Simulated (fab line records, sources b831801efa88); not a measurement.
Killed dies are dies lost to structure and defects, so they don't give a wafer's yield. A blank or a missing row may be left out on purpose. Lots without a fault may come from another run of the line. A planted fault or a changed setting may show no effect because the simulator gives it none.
A struck lot beside a sound one | flow sky130 | 15 steps out of a route of 708
Sound: wafers L916.2, L916.3, L916.5. Struck: wafers L918.1, L918.3, L918.5. The cause comes at the end.
At each step with rows: each side's tool, then ch and its chambers, then its first start. Under that, the readings that differ: sound wafers | struck wafers | difference of the means | sigmas: that difference in standard deviations of wafers without a fault.
alike: readings whose means differ by less than 2 such deviations, and words and numbers that are the same on both sides. not compared: withheld readings, readings that some wafer has no value for, bounds like >300 that may hide the same value, and numbers for which the record gives no deviation and whose values overlap.
The two part at a step that has a row with sigmas, a row that says differs or no value, or rows on one side only. Numbers that don't overlap but have no deviation are shown without sigmas and don't part them. A reading that every wafer of one side lacks parts them only if that side has two wafers or more.

first, 3 steps without rows for these wafers: SKY_VIA1_EXPOSE_09 (exposes mask VIM, target cd 150 nm); SKY_VIA1_PEB_10; SKY_VIA1_DEVELOP_11 (develop time 60 s).
SKY_VIA1_CD_MEAS_12: target cd 150 nm.
  sound on cd_sem-01, day 36 17:31; struck on cd_sem-02, day 37 16:34
  alike: cd_nm
SKY_VIA1_OVL_MEAS_13:
  sound on overlay-01, day 36 17:37; struck on overlay-02, day 37 16:41
  reading       | sound    | struck | difference | sigmas
  VIA1_OVL (nm) | -5 -5 -8 | 8 6 12 | +15        | +2
SKY_VIA1_ETCH_14: etches BARC in N2/H2, stops on SiO2, time 45.9 s, target depth 60 nm.
  sound on rie_diel-04 ch 0,1,2, day 36 17:38; struck on rie_diel-02 ch 0,1,2, day 37 16:43
  alike: drypump_motor_current_A, oes_product_au, throttle_valve_pct
  not compared: rf_hours_counter_h
SKY_VIA1_ETCH_15: etches SiO2 in C4F8/O2/Ar, stops on TiN, target depth 351 nm, time 54 s.
  sound on rie_diel-04 ch 0,1,2, day 36 17:41; struck on rie_diel-02 ch 0,1,2, day 37 16:46
  alike: oes_product_au
  not compared: rf_hours_counter_h
SKY_VIA1_STRIP_16: strips in O2/N2.
  sound on plasma_asher-02 ch 0,1, day 36 17:44; struck on plasma_asher-04 ch 0,1, day 37 16:49
  alike: drypump_motor_current_A, oes_product_au, strip_time_to_endpoint_s
  not compared: rf_hours_counter_h
then, 3 steps without rows for these wafers: SKY_VIA1_STRIP_17 (strips in post etch residue remover, time 1200 s); SKY_VIA1_CLEAN_18 (cleans in IPA, time 180 s); SKY_VIA1_CLEAN_19 (cleans in O3/DIW).
SKY_VIA1_SPUTTER_20: material TiN, target thk 20 nm, time 80 s.
  sound on pvd_sputter-04, day 36 18:20; struck on pvd_sputter-04, day 37 17:24
  alike: throttle_valve_pct
SKY_VIA1_CVD_21: deposits W, target thk 270 nm, time 80.902 s.
  sound on cvd_w-01 ch 0, day 36 18:23; struck on cvd_w-01 ch 0,1, day 37 17:28
  reading                            | sound             | struck            | difference | sigmas
  chamber_pressure_Torr (Torr)       | 40.12 40.12 40.07 | 42.39 42.25 42.37 | +2.23      | +27
  model.W_of_VIA1_CVD_21.thk_nm (nm) | 271.9 271.3 274.6 | 281.8 283.8 283.4 | +10.4      |
  alike: heater_power_w
SKY_VIA1_RS_MEAS_22: measures by four-point-probe.
  sound on film_metro-04, day 36 18:30; struck on film_metro-01, day 37 17:33
  reading            | sound             | struck            | difference | sigmas
  VIA1_W_RS (ohm/sq) | 0.424 0.425 0.420 | 0.409 0.405 0.406 | -0.016     | -2
SKY_PAD_OPEN_PROBE_99:
  the record has rows for the sound wafers here (prober-01, day 48 01:17) and none for the struck ones

WHERE THEY PART
First at SKY_VIA1_OVL_MEAS_13; last, within this record, at SKY_PAD_OPEN_PROBE_99.

WHY: what the simulator had put in
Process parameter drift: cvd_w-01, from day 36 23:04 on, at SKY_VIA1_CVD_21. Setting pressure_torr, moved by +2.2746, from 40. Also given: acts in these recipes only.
